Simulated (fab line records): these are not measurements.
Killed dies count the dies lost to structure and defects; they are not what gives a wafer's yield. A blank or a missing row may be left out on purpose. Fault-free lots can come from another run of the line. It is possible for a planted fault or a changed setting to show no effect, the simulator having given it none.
Comparing a struck lot with a sound one || flow sky130 || 14 out of 708 route steps
Sound: these wafers, L806.2, L806.4, L806.5. Wafers struck: L811.2, L811.4, L811.5. Last of all comes the cause.
Order at every step that has rows: each side's tool, ch and its chambers, its first start. Under that, the readings that differ: sound wafers || struck wafers || difference of the means || sigmas: that difference in standard deviations of wafers without a fault.
alike: words and numbers the same on both sides, and readings whose means are apart by under 2 such deviations; not compared: readings that were withheld, readings missing a value for some wafer, numbers with overlapping values and no deviation given by the record, and bounds like >300 which may hide the same value.
A row with sigmas, a row that says differs or no value, or rows on one side alone: a step with any of these is where the two part. When numbers do not overlap yet have no deviation, they are printed without sigmas and do not part them. Lack of a reading on every wafer of one side parts them only where that side has two or more wafers.

first, 2 steps without rows for these wafers: SKY_VT_ADJUST_LVTN_PEB_05; SKY_VT_ADJUST_LVTN_DEVELOP_06 (develop time 60 s).
SKY_VT_ADJUST_LVTN_OVL_MEAS_07:
  sound on overlay-01, day 8 02:55; struck on overlay-01, day 9 10:22
  alike: VT_ADJUST_LVTN_OVL
next, for these wafers, 1 step has no rows: SKY_VT_ADJUST_LVTN_IMPLANT_08.
SKY_VT_ADJUST_LVTN_STRIP_09: strips in O2/N2.
  sound on plasmaAsher-01 ch 0,1, day 8 03:06; struck on plasmaAsher-04 ch 0,1, day 9 10:42
  alike: chamberPressureMTorr, drypumpMotorCurrentA, oesProductAu, stripTimeToEndpointS
  not compared: rfHoursCounterH
SKY_VT_ADJUST_LVTN_TW_MEAS_10:
  sound on filmMetro-03, day 8 03:13; struck on filmMetro-01, day 9 10:49
  alike: VT_ADJUST_LVTN_TW
then, 6 steps without rows for these wafers: SKY_VT_ADJUST_LVTN_DEHYDRATE_11 (time 60 s); SKY_VT_ADJUST_LVTN_HMDS_12 (prime time 60 s); SKY_VT_ADJUST_LVTN_COAT_13 (resist thk 1140 nm); SKY_VT_ADJUST_LVTN_SOFTBAKE_14 (time 60 s); SKY_VT_ADJUST_LVTN_EXPOSE_15 (exposes mask HVN STD DERIVED, target cd 600 nm); SKY_VT_ADJUST_LVTN_PEB_16.
SKY_VT_ADJUST_LVTN_DEVELOP_17: develop time 60 s.
  sound on lithoTrack-02 ch 0, day 8 23:39; struck on lithoTrack-03, day 10 08:17
  no value came back on the struck wafers for chillPlateTempC (C), developTimeS (s); on the sound wafers chillPlateTempC (C) reads 22.88 22.70 22.92
SKY_VT_ADJUST_LVTN_OVL_MEAS_18:
  sound on overlay-01, day 8 23:47; struck on overlay-02, day 10 08:25
{"reading": "VT_ADJUST_LVTN_01_OVL (nm)", "sound": "1.9 2.4 2.5", "struck": "- - -", "difference": "no value on the struck wafers", "sigmas": ""}

== WHERE THEY PART ==
At SKY_VT_ADJUST_LVTN_DEVELOP_17 first; at SKY_VT_ADJUST_LVTN_OVL_MEAS_18 last (within this record only).

WHY: the cause the simulator had injected
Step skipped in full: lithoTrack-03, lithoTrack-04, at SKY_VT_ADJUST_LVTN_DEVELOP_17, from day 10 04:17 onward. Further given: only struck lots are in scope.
